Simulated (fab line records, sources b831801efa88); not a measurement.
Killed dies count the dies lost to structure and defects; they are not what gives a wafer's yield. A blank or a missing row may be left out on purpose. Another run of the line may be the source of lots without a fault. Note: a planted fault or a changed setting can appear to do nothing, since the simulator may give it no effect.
Chamber matching | flow sky130 | SKY_VIA2_CMP_02 on cmp-01: 4 sister chambers
The step polishes SiO2. 14 wafers are shown with their chamber, then 7 later ones without.

== WAFERS WITH THEIR CHAMBER ==
wafer  | chamber | motor_current_A (A)
L102.2 | 0       | 12.5
L102.3 | 3       | 13.3
L102.6 | 0       | 12.8
L101.1 | 3       | 13.4
L101.2 | 0       | 12.6
L101.5 | 1       | 12.2
L104.1 | 2       | 9.4
L104.2 | 1       | 11.8
L104.3 | 0       | 12.1
L109.3 | 3       | 11.9
L109.4 | 1       | 12.2
L109.6 | 2       | 9.6
L111.1 | 3       | 13.1
L111.4 | 1       | 12.8

SIGNATURES (averages over the wafers above)
reading         | chamber 0 | chamber 1 | chamber 2 | chamber 3 | scatter within a chamber
motor_current_A | 12.500    | 12.250    | 9.500     | 12.925    | 0.473
Rule: for a wafer and a chamber, the distance is found by dividing, reading by reading, the gap between the wafer's reading and the chamber's mean by the reading's scatter, squaring, summing and taking the root. The wafer belongs to the nearest chamber; if the next one is less than 2 further off, it can't be placed. The scatter is the square root of a quotient: the sum, over the shown wafers, of each reading's squared deviation from its chamber's mean, divided by wafers minus chambers.

== WAFERS WITHOUT THEIR CHAMBER ==
wafer  | motor_current_A (A)
L111.6 | 12.0
L114.1 | 9.5
L114.2 | 13.1
L114.4 | 12.7
L115.1 | 13.0
L115.3 | 12.9
L115.5 | 12.1

== WHICH CHAMBER EACH WENT THROUGH ==
wafer  | from the rows above          | in truth
L111.6 | can't be placed: 1 or 0 or 3 | 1
L114.1 | 2                            | 2
L114.2 | can't be placed: 3 or 0 or 1 | 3
L114.4 | can't be placed: 0 or 3 or 1 | 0
L115.1 | can't be placed: 3 or 0 or 1 | 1
L115.3 | can't be placed: 3 or 0 or 1 | 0
L115.5 | can't be placed: 1 or 0 or 3 | 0
Placed correctly: 1 of 7. These rows do not allow placing 6 (true chamber among the candidates in 6). 0 placed wrongly.
